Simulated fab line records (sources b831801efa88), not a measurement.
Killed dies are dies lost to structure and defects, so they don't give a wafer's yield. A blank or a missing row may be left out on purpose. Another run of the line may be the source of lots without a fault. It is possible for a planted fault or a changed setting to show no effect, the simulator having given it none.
Which tool did it?	flow sky130	15 lots, 45 wafers sampled, at 4 steps of a route of 708

== WHAT EACH GAUGE READ, for each wafer ==
The record holds no reading of a measuring or inspecting step that can be judged against a usual standard deviation.

== EACH LOT AND THE TOOL THAT RAN IT (in order: tool; ch and the chambers of the sampled wafers; start) ==
lot	SKY_POLY_CUT_PEB_06	SKY_CONTACT_STRIP_19	SKY_CONTACT_CVD_24	SKY_METAL1_DESCUM_17
L847	litho-track-02 ch 0, day 23 14:00	plasma-asher-02 ch 0,1, day 31 03:44	cvd-w-02 ch 0,1, day 31 04:26	rie-metal-01 ch 1, day 32 09:32
L850	litho-track-03 ch 0, day 24 23:00	plasma-asher-03 ch 0,1, day 32 09:35	cvd-w-02 ch 0,1, day 32 10:14	rie-metal-02 ch 0,1, day 33 14:40
L851	litho-track-02 ch 0, day 25 11:00	plasma-asher-04 ch 1, day 32 19:58	cvd-w-01 ch 0,1, day 32 20:38	rie-metal-01 ch 0,1, day 34 00:16
L854	litho-track-03 ch 0, day 27 00:00	plasma-asher-04 ch 0,1, day 34 03:49	cvd-w-01 ch 1, day 34 04:31	rie-metal-02 ch 0,1, day 35 08:02
L856	litho-track-03 ch 0, day 27 13:00	plasma-asher-04 ch 0,1, day 34 17:04	cvd-w-01 ch 0,1, day 34 17:44	rie-metal-03 ch 0,1, day 35 21:35
L857	litho-track-03 ch 0, day 28 00:00	plasma-asher-02 ch 0,1, day 35 02:54	cvd-w-01 ch 0,1, day 35 03:33	rie-metal-03 ch 0,1, day 36 06:26
L859	litho-track-02 ch 0, day 28 11:00	plasma-asher-03 ch 0,1, day 35 13:19	cvd-w-01 ch 0,1, day 35 13:59	rie-metal-02 ch 0,1, day 36 16:34
L860	litho-track-02, day 28 16:00	-	-	-
L861	litho-track-02, day 29 01:00	-	-	-
L862	litho-track-03, day 29 12:00	-	-	-
L863	litho-track-02 ch 0, day 29 22:00	plasma-asher-03 ch 0,1, day 36 21:49	cvd-w-01 ch 0,1, day 36 22:28	rie-metal-02 ch 0,1, day 38 00:58
L864	litho-track-03 ch 0, day 30 04:00	plasma-asher-04 ch 0, day 37 02:05	cvd-w-02 ch 0,1, day 37 02:45	rie-metal-03 ch 0, day 38 04:58
L865	litho-track-03 ch 0, day 30 06:00	plasma-asher-02 ch 0,1, day 37 05:08	cvd-w-02 ch 0,1, day 37 05:48	rie-metal-02 ch 0,1, day 38 08:55
L867	litho-track-02 ch 0, day 30 21:00	plasma-asher-03 ch 1, day 37 17:17	cvd-w-02 ch 0,1, day 37 17:59	rie-metal-03 ch 0,1, day 38 20:37
L870	litho-track-04 ch 0, day 33 01:00	plasma-asher-02 ch 0,1, day 39 17:00	cvd-w-02 ch 0, day 39 17:39	rie-metal-02 ch 1, day 40 18:37
- SKY_POLY_CUT_PEB_06
- SKY_CONTACT_STRIP_19: strips in O2/N2.
- SKY_CONTACT_CVD_24: deposits W, target thk 340 nm, time 102.12 s.
- SKY_METAL1_DESCUM_17: chemistry O2, time 8 s.

== AS READ BY THE TOOLS THEMSELVES (means over the sampled wafers that have a number; for cases with no such wafer, the mark the record gives instead) ==
SKY_POLY_CUT_PEB_06.
lot	tool	exhaust-pa (Pa)
L847	litho-track-02	44.1
L850	litho-track-03	45.3
L851	litho-track-02	45.2
L854	litho-track-03	45.6
L856	litho-track-03	46.4
L857	litho-track-03	44.1
L859	litho-track-02	44.7
L860	litho-track-02	-
L861	litho-track-02	-
L862	litho-track-03	-
L863	litho-track-02	44.5
L864	litho-track-03	45.5
L865	litho-track-03	45.5
L867	litho-track-02	45.0
L870	litho-track-04	43.8

SKY_CONTACT_STRIP_19.
lot	tool	drypump-motor-current-A (A)	oes-product-au (a.u.)	strip-time-to-endpoint-s (s)
L847	plasma-asher-02	6.2	0.382	3.54
L850	plasma-asher-03	6.1	0.382	3.61
L851	plasma-asher-04	5.3	0.388	3.65
L854	plasma-asher-04	5.5	0.376	3.60
L856	plasma-asher-04	5.7	0.385	3.65
L857	plasma-asher-02	6.2	0.377	3.63
L859	plasma-asher-03	5.8	0.380	3.61
L863	plasma-asher-03	6.1	0.381	3.58
L864	plasma-asher-04	5.9	0.380	3.66
L865	plasma-asher-02	6.1	0.382	3.62
L867	plasma-asher-03	5.6	0.382	3.62
L870	plasma-asher-02	6.2	0.385	3.69

SKY_CONTACT_CVD_24.
lot	tool	heater-power-w (W)
L847	cvd-w-02	860
L850	cvd-w-02	902
L851	cvd-w-01	824
L854	cvd-w-01	726
L856	cvd-w-01	842
L857	cvd-w-01	824
L859	cvd-w-01	781
L863	cvd-w-01	843
L864	cvd-w-02	864
L865	cvd-w-02	881
L867	cvd-w-02	915
L870	cvd-w-02	788

SKY_METAL1_DESCUM_17.
lot	tool	drypump-motor-current-A (A)	oes-product-au (a.u.)	rf-fwd-power-W (W)
L847	rie-metal-01	6.1	0.990	146.5
L850	rie-metal-02	5.2	1.002	147.5
L851	rie-metal-01	5.8	1.000	147.9
L854	rie-metal-02	5.2	1.004	147.4
L856	rie-metal-03	5.2	0.992	146.7
L857	rie-metal-03	5.2	0.989	147.3
L859	rie-metal-02	5.2	0.998	147.4
L863	rie-metal-02	5.2	1.007	148.1
L864	rie-metal-03	5.1	0.993	146.6
L865	rie-metal-02	5.2	1.008	148.0
L867	rie-metal-03	5.2	0.997	146.8
L870	rie-metal-02	5.1	1.002	147.7

== THE ANSWER, worked out from the rows above alone ==
Rule: the lots themselves supply what counts as usual. The widest of any qualifying gaps counts: lots, ordered by their means at a reading, are off when they make up no more than a third of the lots, leave a main group of 4 or more, and stand apart from it by 3 or more times the standard deviation of that group's means. The tables above print the reading to a certain number of digits; a main group whose means all agree to those digits is not used. A lot without any number at a reading at which 4 lots or more have one is off too. All remaining lots with rows at the step are treated as sound. After the gauges, taken in route order, come the tools' own readings; for these a lot's mean is taken, as printed above. The first step at which some lot is off is used, and at that step the reading that is off furthest; a lot without a number counts as furthest.
Off: L860, L861, L862, at SKY_POLY_CUT_PEB_06 (exhaust-pa). Without a number there: L860, L861, L862. The main group: mean 45.0 Pa, standard deviation 0.73.
A tool fits if, at that step or a process step before it, it ran every lot that is off, and no sound lot after the first of them. None of those tried fits.

== WHAT WAS PUT IN BY THE SIMULATOR ==
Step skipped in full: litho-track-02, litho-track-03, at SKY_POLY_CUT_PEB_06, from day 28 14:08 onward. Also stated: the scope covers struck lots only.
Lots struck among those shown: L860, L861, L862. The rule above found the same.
